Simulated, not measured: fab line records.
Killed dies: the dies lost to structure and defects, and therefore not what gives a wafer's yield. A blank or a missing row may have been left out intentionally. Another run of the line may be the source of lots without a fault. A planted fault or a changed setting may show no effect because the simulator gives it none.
Which of the tools did it?	flow sky130	24 lots, 72 wafers sampled, at 2 steps of a route of 708

## WHAT THE GAUGES SHOWED, per wafer
SKY_LDD_LDN_OVL_MEAS_07. Usual: LDD_LDN_OVL gives 0.5 nm (standard deviation 1.2).
lot	measured	on	LDD_LDN_OVL (nm)	flag
L074	day 23 12:04	overlay-02	0.5 1.1 1.8	
L075	day 23 15:25	overlay-02	2.3 0.8 0.4	
L076	day 23 18:28	overlay-01	-1.1 -1.0 -1.1	
L077	day 23 23:06	overlay-01	0.1 -0.4 2.3	
L078	day 24 03:49	overlay-01	1.3 1.4 0.5	
L080	day 25 03:31	overlay-01	-0.1 1.0 -0.5	
L079	day 25 05:49	overlay-02	-0.2 0.4 1.4	
L081	day 25 09:02	overlay-02	1.6 1.9 1.3	
L082	day 25 18:53	overlay-02	0.6 1.9 2.1	
L083	day 26 04:07	overlay-02	1.2 2.5 0.6	
L084	day 26 20:43	overlay-01	1.6 1.2 1.3	
L085	day 27 07:58	overlay-01	0.1 0.7 1.1	
L086	day 27 10:25	overlay-01	0.5 0.3 -0.2	
L087	day 27 21:16	overlay-01	2.1 1.8 1.4	
L088	day 27 23:54	overlay-01	0.3 2.6 1.2	
L089	day 28 04:49	overlay-02	-0.1 0.6 -1.7	
L090	day 28 14:13	overlay-01	-1.0 -2.3 -2.3	
L091	day 28 20:04	overlay-02	0.1 1.1 0.1	
L092	day 29 11:46	overlay-01	0.7 1.1 0.1	
L093	day 29 18:17	overlay-02	1.1 0.7 1.0	
L094	day 29 20:58	overlay-01	-0.6 0.2 -1.3	
L095	day 29 21:52	overlay-02	0.3 -0.1 1.6	
L096	day 30 06:52	overlay-01	0.6 1.0 1.8	
L097	day 30 22:12	overlay-02	-0.4 -0.2 -1.4	

SKY_SD_P_TW_MEAS_11. Usual: SD_P_TW gives 2868 (standard deviation 18).
lot	measured	on	SD_P_TW	flag
L074	day 26 01:47	film metro-01	2885 2877 2877	
L075	day 26 04:17	film metro-01	2877 2890 2874	
L076	day 26 09:26	film metro-01	2885 2888 2881	
L077	day 26 12:14	film metro-03	2843 2850 2871	
L078	day 26 16:13	film metro-01	2878 2890 2881	
L080	day 27 15:53	film metro-04	2836 2824 2832	
L079	day 27 17:34	film metro-01	2853 2861 2853	
L081	day 27 22:17	film metro-03	2854 2841 2866	
L082	day 28 06:26	film metro-03	2881 2891 2888	
L083	day 28 16:37	film metro-04	2859 2838 2866	
L084	day 29 08:01	film metro-03	2865 2850 2867	
L085	day 29 20:13	film metro-03	2862 2857 2859	
L086	day 29 23:51	film metro-04	2869 2860 2859	
L087	day 30 06:35	film metro-03	2891 2889 2898	
L088	day 30 10:28	film metro-01	2873 2875 2885	
L089	day 30 15:13	film metro-01	2866 2888 2855	
L090	day 31 01:28	film metro-03	2880 2875 2889	
L091	day 31 05:50	film metro-03	2865 2877 2870	
L092	day 31 21:44	film metro-01	2868 2865 2852	
L093	day 32 05:42	film metro-01	2876 2872 2869	
L094	day 32 07:20	film metro-01	2891 2876 2877	
L095	day 32 10:44	film metro-04	2836 2836 2816	
L096	day 32 17:50	film metro-01	2868 2871 2874	
L097	day 33 06:58	film metro-03	2882 2880 2873	

## WHICH TOOL RAN EACH LOT (tool, then ch and the chambers of the sampled wafers, then the start)
The record shows no process step preceding these readings.

## AS READ BY THE TOOLS THEMSELVES (means over the sampled wafers that have a number; for cases with no such wafer, the mark the record gives instead)
The record holds no such reading with a usual standard deviation.

## THE ANSWER, worked out from the rows above alone
Rule: a lot is off if the mean of its wafers that have a number lies more than 3 standard deviations from the usual mean. A lot without any number at a reading at which 4 lots or more have one is off too. The other lots that the step has rows for count as sound. First the gauges in route order, then the tools' own readings, where a lot's mean is used as printed above. At the first step where some lot is off, the reading lying furthest off is the one used; lots without a number count as furthest.
No lot is off on any of the readings shown, so nothing can be concluded from this.

## WHAT HAD BEEN PUT IN BY THE SIMULATOR
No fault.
